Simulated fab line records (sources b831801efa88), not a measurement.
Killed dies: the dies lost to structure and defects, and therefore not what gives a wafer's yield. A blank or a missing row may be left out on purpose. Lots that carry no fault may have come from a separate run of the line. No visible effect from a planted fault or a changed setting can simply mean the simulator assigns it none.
Which tool was responsible? ; flow sky130 ; 11 lots with 33 wafers sampled at 7 steps, on a route of 708 steps

== WHAT THE GAUGES SHOWED, per wafer ==
SKY_CONTACT_RS_MEAS_25: uses a four-point probe to measure. Usual: for CONTACT_W_RS the level is 0.339 ohm/sq and the standard deviation is 0.0064.
lot;measured;on;CONTACT_W_RS (ohm/sq);flag
L501;day 32 02:01;filmMetro-01;0.345 0.345 0.347;
L502;day 32 04:11;filmMetro-04;0.328 0.328 0.328;
L504;day 32 21:21;filmMetro-03;0.327 0.345 0.330;
L506;day 33 15:14;filmMetro-04;0.344 0.338 0.344;
L508;day 34 19:37;filmMetro-01;0.330 0.323 0.234 0.330 0.323 0.235;OFF
L510;day 35 06:52;filmMetro-04;0.326 0.235 0.331 0.326 0.235 0.330;OFF
L518;day 37 03:07;filmMetro-03;0.333 0.335 0.345;
L517;day 37 07:05;filmMetro-01;0.347 0.338 0.347;
L520;day 37 22:07;filmMetro-01;0.350 0.340 0.349;
L522;day 38 15:19;filmMetro-01;0.327 0.328 0.329;
L523;day 38 23:05;filmMetro-03;0.340 0.329 0.344;

SKY_CONTACT_THK_MEAS_26: measures by xrf. Usual: for CONTACT_W_THK the level is 341 nm and the standard deviation is 7.2.
lot;measured;on;CONTACT_W_THK (nm);flag
L501;day 32 02:07;filmMetro-01;334 336 333;
L502;day 32 04:18;filmMetro-04;354 352 356;
L504;day 32 21:28;filmMetro-03;357 341 356;
L506;day 33 15:21;filmMetro-04;338 344 338;
L508;day 34 23:02;filmMetro-01;350 361 496 350 356 491;OFF
L510;day 35 10:15;filmMetro-04;355 490 349 354 490 349;OFF
L518;day 37 03:14;filmMetro-03;346 343 334;
L517;day 37 07:12;filmMetro-01;334 342 333;
L520;day 37 22:14;filmMetro-01;328 340 331;
L522;day 38 15:25;filmMetro-01;350 353 348;
L523;day 38 23:13;filmMetro-03;343 354 338;

SKY_METAL2_CD_MEAS_15 targets a cd of 140 nm. Usual: 139.8 nm for cdNm, sd 1.4.
lot;measured;on;cdNm (nm);flag
L501;day 35 13:20;cdSem-01;139.3 140.0 139.7;
L502;day 35 17:24;cdSem-02;140.0 140.4 140.5;
L504;day 36 09:56;cdSem-01;136.4 136.5 138.3;
L506;day 37 02:47;cdSem-02;140.5 140.9 139.4;
L508;day 38 07:36;cdSem-02;137.0 138.2 138.4;
L510;day 38 17:13;cdSem-01;140.3 139.8 140.6;
L518;day 40 09:50;cdSem-02;140.0 138.8 137.4;
L517;day 40 14:17;cdSem-01;139.6 139.9 138.5;
L520;day 41 04:23;cdSem-01;142.3 142.1 142.2;
L522;day 41 20:19;cdSem-02;138.0 139.7 138.6;
L523;day 42 03:19;cdSem-02;139.4 141.3 141.1;

SKY_VIA2_BOW_MEAS_03. Usual: for VIA2_BOW the level is 88 um and the standard deviation is 6.9.
lot;measured;on;VIA2_BOW (um);flag
L501;day 35 14:50;filmMetro-01;93 98 95;
L502;day 35 18:53;filmMetro-03;91 85 73;
L504;day 36 11:36;filmMetro-04;87 83 95;
L506;day 37 04:14;filmMetro-03;82 95 83;
L508;day 38 09:04;filmMetro-03;85 88 100;
L510;day 38 18:38;filmMetro-04;96 87 95;
L518;day 40 11:17;filmMetro-01;88 90 97;
L517;day 40 15:42;filmMetro-01;99 80 82;
L520;day 41 05:48;filmMetro-04;98 93 83;
L522;day 41 21:49;filmMetro-04;98 89 86;
L523;day 42 04:46;filmMetro-01;80 88 77;

== WHICH TOOL RAN EACH LOT (tool, then ch and the chambers of the sampled wafers, then the start) ==
lot;SKY_CONTACT_CVD_24;SKY_CONTACT_CMP_27;SKY_VIA1_CMP_24
L501;cvdW-02 ch 0,1, day 32 01:53;cmp-01 ch 0,1, day 32 02:11;cmp-01 ch 1,2,3, day 34 09:59
L502;cvdW-01 ch 1, day 32 04:04;cmp-02 ch 1,3, day 32 04:22;cmp-01 ch 1,3, day 34 13:11
L504;cvdW-01 ch 0,1, day 32 21:14;cmp-01 ch 1,2,3, day 32 21:35;cmp-01 ch 0,1,2, day 35 06:17
L506;cvdW-02 ch 0,1, day 33 15:07;cmp-01 ch 0,1,2, day 33 15:27;cmp-02 ch 0,2,3, day 35 23:22
L508;cvdW-01 ch 0,1, day 34 19:31;cmp-02 ch 1,2, day 35 01:48;cmp-02 ch 0,2, day 37 05:35
L510;cvdW-01 ch 0,1, day 35 06:45;cmp-02 ch 1,2, day 35 13:29;cmp-01 ch 0,2,3, day 37 15:59
L518;cvdW-02 ch 0,1, day 37 03:01;cmp-02 ch 1,2,3, day 37 03:27;cmp-02 ch 1,2, day 39 08:03
L517;cvdW-02 ch 0,1, day 37 06:58;cmp-02 ch 0,1,2, day 37 07:16;cmp-02 ch 0,1,3, day 39 12:27
L520;cvdW-02 ch 0,1, day 37 22:00;cmp-02 ch 0,1,3, day 37 22:17;cmp-02 ch 0,2,3, day 40 03:18
L522;cvdW-01 ch 1, day 38 15:11;cmp-01 ch 1,2,3, day 38 15:28;cmp-01 ch 0,2,3, day 40 20:33
L523;cvdW-01 ch 0,1, day 38 22:59;cmp-01 ch 0,1, day 38 23:16;cmp-01 ch 0,2,3, day 41 04:33
- SKY_CONTACT_CVD_24: deposits W, target thk 340 nm, time 102.12 s.
- SKY_CONTACT_CMP_27: polishes, stops on SiO2, t overpolish 15 s, target thk 0 nm.
- SKY_VIA1_CMP_24: polishes, stops on SiO2, t overpolish 15 s, target thk 0 nm.

== WHAT THE TOOLS THEMSELVES READ (means of the sampled wafers that have a number; where no wafer has one, the mark that the record gives instead) ==
SKY_CONTACT_CVD_24. Usual: heaterPowerW 857 W, standard deviation 150; susceptorTempC 400.04 C, standard deviation 0.24.
lot;tool;heaterPowerW (W);susceptorTempC (C);flag
L501;cvdW-02;951;399.96;
L502;cvdW-01;664;400.09;
L504;cvdW-01;741;399.91;
L506;cvdW-02;856;400.14;
L508;cvdW-01;740;400.13;
L510;cvdW-01;760;399.97;
L518;cvdW-02;943;400.21;
L517;cvdW-02;846;400.20;
L520;cvdW-02;845;399.79;
L522;cvdW-01;675;400.12;
L523;cvdW-01;820;399.92;

SKY_CONTACT_CMP_27. Usual: motorCurrentA 11.6 A, standard deviation 1.1; timeToEndpointS 83 s, standard deviation 4.8.
lot;tool;motorCurrentA (A);timeToEndpointS (s);flag
L501;cmp-01;11.0;78;
L502;cmp-02;11.6;87;
L504;cmp-01;12.4;85;
L506;cmp-01;11.3;83;
L508;cmp-02;10.7;98;OFF
L510;cmp-02;10.4;96;
L518;cmp-02;11.4;81;
L517;cmp-02;11.7;83;
L520;cmp-02;12.0;79;
L522;cmp-01;12.2;85;
L523;cmp-01;10.2;83;

SKY_VIA1_CMP_24. Usual: motorCurrentA 11.6 A, standard deviation 1.2; overpolishRunS 15.001 s, standard deviation 0.009; timeToEndpointS 67 s, standard deviation 4.9.
lot;tool;motorCurrentA (A);overpolishRunS (s);timeToEndpointS (s);flag
L501;cmp-01;12.2;14.993;66;
L502;cmp-01;12.0;14.987;62;
L504;cmp-01;11.4;15.000;67;
L506;cmp-02;11.6;14.998;70;
L508;cmp-02;10.9;15.002;68;
L510;cmp-01;11.7;15.003;69;
L518;cmp-02;10.7;15.001;72;
L517;cmp-02;11.8;15.000;65;
L520;cmp-02;11.6;15.011;71;
L522;cmp-01;11.6;15.004;65;
L523;cmp-01;11.7;14.999;66;

== THE ANSWER, worked out from the rows above alone ==
Rule: lot off if the mean of its wafers having a number is beyond 3 standard deviations from the usual mean. Also off: a lot with no number at a reading for which 4 or more lots have one. Where the step has rows for the other lots, those lots are counted as sound. The gauges are gone through in route order, then the tools' own readings, and for those a lot's mean is taken as printed above. At the first step where some lot is off, the reading lying furthest off is the one used; lots without a number count as furthest.
Off: at SKY_CONTACT_RS_MEAS_25 (CONTACT_W_RS), L508, L510.
A tool fits if, at a process step before that reading, it ran every lot that is off, and no sound lot after the first of them. The gauges at SKY_CONTACT_RS_MEAS_25 are tried like those tools. Of those tried, none fits.

== WHAT WAS PUT IN BY THE SIMULATOR ==
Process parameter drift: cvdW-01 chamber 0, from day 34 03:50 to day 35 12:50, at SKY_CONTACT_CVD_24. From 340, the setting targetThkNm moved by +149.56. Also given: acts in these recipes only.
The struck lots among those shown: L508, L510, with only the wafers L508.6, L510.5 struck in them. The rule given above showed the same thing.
